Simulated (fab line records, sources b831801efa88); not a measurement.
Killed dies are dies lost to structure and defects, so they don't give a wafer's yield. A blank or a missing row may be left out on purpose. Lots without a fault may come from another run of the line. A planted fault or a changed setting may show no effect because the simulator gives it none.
A struck lot beside a sound one | flow sky130 | 15 steps out of a route of 708
Sound: wafers L377.3, L377.4, L377.5. Struck: wafers L374.3, L374.4, L374.6. The cause comes at the end.
At each step with rows: each side's tool, then ch and its chambers, then its first start. Under that, the readings that differ: sound wafers | struck wafers | difference of the means | sigmas: that difference in standard deviations of wafers without a fault.
alike: readings whose means differ by less than 2 such deviations, and words and numbers that are the same on both sides. not compared: withheld readings, readings that some wafer has no value for, bounds like >300 that may hide the same value, and numbers for which the record gives no deviation and whose values overlap.
The two part at a step that has a row with sigmas, a row that says differs or no value, or rows on one side only. Numbers that don't overlap but have no deviation are shown without sigmas and don't part them. A reading that every wafer of one side lacks parts them only if that side has two wafers or more.

first, 9 steps without rows for these wafers: SKY_CAPM_CLEAN_17 (cleans in O3/DIW); SKY_METAL3_DEHYDRATE_05 (time 60 s); SKY_METAL3_HMDS_06 (prime time 60 s); SKY_METAL3_COAT_07 (resist thk 60 nm); SKY_METAL3_COAT_08 (resist thk 1140 nm); SKY_METAL3_SOFTBAKE_09 (time 90 s); SKY_METAL3_EXPOSE_10 (exposes mask MM3, target cd 300 nm); SKY_METAL3_PEB_11; SKY_METAL3_DEVELOP_12 (develop time 60 s).
SKY_METAL3_CD_MEAS_13: target cd 300 nm.
  sound on cd_sem-01, day 43 06:32; struck on cd_sem-01, day 42 04:05
  alike: cd_nm
SKY_METAL3_OVL_MEAS_14:
  sound on overlay-02, day 43 06:38; struck on overlay-01, day 42 04:11
  alike: METAL3_OVL
SKY_METAL3_DESCUM_15: chemistry O2, time 8 s.
  sound on rie_metal-03 ch 0,1, day 43 06:40; struck on rie_metal-04 ch 0,1, day 42 04:13
  reading                     | sound       | struck      | difference | sigmas
  drypump_motor_current_A (A) | 5.9 5.5 5.5 | 6.3 6.5 6.3 | +0.7       | +2
  alike: he_backside_leak_sccm, oes_product_au
  not compared: rf_hours_counter_h
SKY_METAL3_ETCH_16: etches BARC in N2/H2, stops on SiO2, time 88.2 s, target depth 60 nm.
  sound on rie_metal-03 ch 0,1, day 43 06:43; struck on rie_metal-04 ch 0,1, day 42 04:16
  reading                                       | sound          | struck         | difference | sigmas
  drypump_motor_current_A (A)                   | 5.9 5.5 5.5    | 6.3 6.5 6.3    | +0.7       | +2
  model.KrF-thick_of_METAL3_COAT_08.thk_nm (nm) | 1076 1076 1076 | 1081 1080 1081 | +5         |
  alike: he_backside_leak_sccm, oes_product_au, throttle_valve_pct
  not compared: rf_hours_counter_h
SKY_METAL3_ETCH_17: etches SiO2 in C4F8/O2/Ar, stops on TiN, time 3.9 s, target depth 15 nm.
  sound on rie_diel-04 ch 0,1,2, day 43 06:47; struck on rie_diel-03 ch 0,2, day 42 04:20
  alike: oes_product_au
  not compared: rf_hours_counter_h
-- the record jumps here: 7 days lie between the struck wafers' starts before and after (it left off in module METAL3 and takes up again in module PAD_OPEN, whose first step shown is number 708 of the route) --
SKY_PAD_OPEN_PROBE_99:
  sound on prober-01, day 49 16:10; struck on prober-02, day 48 18:22
  reading                                | sound             | struck            | difference | sigmas
  model.etest.licon_pdiff.rc_ohm         | 585.7 565.3 590.8 | 649.5 658.2 650.8 | +72.2      |
  model.etest.nfet_g5v0d10v5.r_on_ohm_um | 1879 1873 1861    | 1930 1923 1913    | +51        |
  model.etest.nfet_01v8.r_on_ohm_um      | 836.2 828.9 829.7 | 875.8 881.2 858.1 | +40.1      |
  model.etest.licon_high_po.rc_ohm       | 348.2 360.9 356.7 | 385.7 364.8 375.9 | +20.2      |
  model.etest.licon_ndiff.rc_ohm         | 180.1 188.2 186.3 | 216.7 213.8 214.4 | +30.1      |
  model.etest.cap_li_to_poly.c_af_um2    | 97.51 98.34 102.5 | 75.13 75.76 73.69 | -24.59     |
  model.etest.licon_poly.rc_ohm          | 148.2 153.4 152.1 | 168.8 166.8 170   | +17.3      |
  alike: killed_at_M0_to_M3, killed_at_M4_up, killed_at_contacts, killed_at_front_end, killed_at_other, killed_dies, killed_open, killed_short
  not compared: model.etest.sonos_uncharged.r_on_ohm_um

WHERE THEY PART
First at SKY_METAL3_DESCUM_15; last, within this record, at SKY_METAL3_ETCH_16. Later steps at which nothing parts them and some readings are alike: SKY_METAL3_ETCH_17, SKY_PAD_OPEN_PROBE_99.

WHY: what the simulator had put in
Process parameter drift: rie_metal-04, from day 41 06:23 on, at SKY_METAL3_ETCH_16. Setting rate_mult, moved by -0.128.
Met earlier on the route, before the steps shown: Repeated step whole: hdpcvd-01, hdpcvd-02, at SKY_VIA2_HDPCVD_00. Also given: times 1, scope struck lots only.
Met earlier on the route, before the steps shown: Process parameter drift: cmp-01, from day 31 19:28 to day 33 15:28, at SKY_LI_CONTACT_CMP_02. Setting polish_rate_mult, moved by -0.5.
